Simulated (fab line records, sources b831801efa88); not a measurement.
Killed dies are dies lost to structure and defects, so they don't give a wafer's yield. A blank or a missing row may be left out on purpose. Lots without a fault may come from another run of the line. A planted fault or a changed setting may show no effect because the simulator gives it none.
Chamber matching | flow sky130 | SKY_CONTACT_CMP_04 on cmp-02: 4 sister chambers
The step polishes SiO2. 8 wafers are shown with their chamber, then 7 later ones without.

WAFERS WITH THEIR CHAMBER
wafer  | chamber | motor_current_A (A) | time_to_endpoint_s (s)
L318.1 | 2       | 14.8                | 82
L318.6 | 2       | 14.6                | 81
L319.3 | 3       | 12.5                | 85
L319.4 | 0       | 11.9                | 82
L321.5 | 0       | 11.5                | 82
L321.6 | 1       | 11.2                | 83
L330.1 | 3       | 12.0                | 80
L330.4 | 1       | 11.2                | 82

WAFERS WITHOUT THEIR CHAMBER
wafer  | motor_current_A (A) | time_to_endpoint_s (s)
L330.5 | 11.2                | 83
L331.2 | 11.6                | 83
L331.4 | 11.0                | 84
L331.5 | 11.4                | 83
L332.1 | 15.4                | 83
L332.3 | 11.4                | 88
L332.5 | 12.7                | 87

WHICH CHAMBER EACH WENT THROUGH
wafer  | from the rows above          | in truth
L330.5 | can't be placed: 1 or 0      | 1
L331.2 | can't be placed: 0 or 1      | 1
L331.4 | can't be placed: 1 or 0      | 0
L331.5 | can't be placed: 1 or 0      | 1
L332.1 | 2                            | 2
L332.3 | can't be placed: 1 or 0 or 3 | 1
L332.5 | can't be placed: 3 or 0      | 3
Placed correctly: 1 of 7. Can't be placed from these rows: 6 (the true chamber is among the candidates in 6). Placed wrongly: 0.
How it was worked out, from the rows above alone: a wafer's distance from a chamber is the root of the sum, over the readings, of the square of ((its reading less the chamber's mean) divided by the reading's scatter). The wafer belongs to the nearest chamber; if the next one is less than 2 further off, it can't be placed. A chamber's mean is the mean of its shown wafers. The scatter: the root of (the sum of the squares of (reading less its chamber's mean) over the shown wafers, divided by (wafers less chambers)).
